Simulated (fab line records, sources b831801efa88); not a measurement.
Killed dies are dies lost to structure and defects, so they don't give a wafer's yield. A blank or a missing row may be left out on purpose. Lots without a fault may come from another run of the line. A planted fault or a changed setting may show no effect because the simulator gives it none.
One fault seen from 2 desks | flow sky130 | each desk has only its own numbers; what lay behind them comes last

THE TOOL OWNER'S DESK: hdpcvd-01
The tool's own readings at SKY_VIA1_HDPCVD_00 (deposits SiO2, target thk 1030 nm, time 171.7 s): means of the sampled wafers that have a number, for each lot that ran on this tool. A lot is out of limits, marked OUT, if its mean lies more than 4 standard deviations from the usual mean; the brackets give that distance.
Columns: A = pressure_mtorr at SKY_VIA1_HDPCVD_00, usual 6.002 mTorr; B = sih4_flow_sccm at SKY_VIA1_HDPCVD_00, usual 60.00 sccm
lot  | first seen here | A     | B
L551 | day 32 21:56    | 5.993 | 60.06
L554 | day 33 21:36    | 5.996 | 60.04
L557 | day 34 18:17    | 6.012 | 59.91
L560 | day 35 22:26    | 6.001 | 59.96
L564 | day 37 06:58    | 6.000 | 50.97 (-48) OUT
L566 | day 37 17:13    | 5.995 | 51.16 (-47) OUT
This desk's finding: out of limits on L564, L566; first on L564, day 37 06:58 (sih4_flow_sccm at SKY_VIA1_HDPCVD_00). In limits: L551, L554, L557, L560.

THE METROLOGY DESK
What the gauges read, lot by lot, whatever tool the lot ran on: means of the sampled wafers that have a number. A lot is out of limits, marked OUT, if its mean lies more than 4 standard deviations from the usual mean; the brackets give that distance.
Columns: A = VIA1_HDPCVD_THK at SKY_VIA1_THK_MEAS_01, usual 1035 nm; B = VIA1_OVL at SKY_VIA1_OVL_MEAS_13, usual 4 nm
lot  | first seen here | A             | B
L551 | day 32 22:02    | 1024          | 8
L554 | day 33 21:43    | 1047          | 2
L557 | day 34 18:25    | 1033          | -3
L556 | day 34 21:27    | 1035          | 10
L559 | day 35 21:03    | 1040          | 3
L560 | day 35 22:32    | 1031          | 6
L563 | day 37 01:26    | 1030          | 6
L564 | day 37 07:06    | 884 (-13) OUT | 7
L566 | day 37 17:20    | 879 (-13) OUT | 8
L573 | day 39 12:18    | 1039          | 10
L574 | day 39 22:58    | 1047          | 10
This desk's finding: out of limits on L564, L566; first on L564, day 37 07:06 (VIA1_HDPCVD_THK at SKY_VIA1_THK_MEAS_01). In limits: L551, L554, L557, L556, L559, L560, L563, L573, L574.

PUT TOGETHER
The tool owner's desk could have raised an alarm at day 37 06:58, on L564, L566.
The metrology desk could have raised an alarm at day 37 07:06, on L564, L566.
Of the lots named, all ran SKY_VIA1_HDPCVD_00 on hdpcvd-01.

WHAT THE SIMULATOR HAD PUT IN
Process parameter drift: hdpcvd-01, from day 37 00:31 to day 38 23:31, at SKY_VIA1_HDPCVD_00. Setting sih4_flow_sccm, moved by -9, from 60. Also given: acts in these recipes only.
Lots struck among those shown: L564, L566.
Hours from the fault's start to each desk's first reading out of limits: the tool owner's desk, 6; the metrology desk, 7.
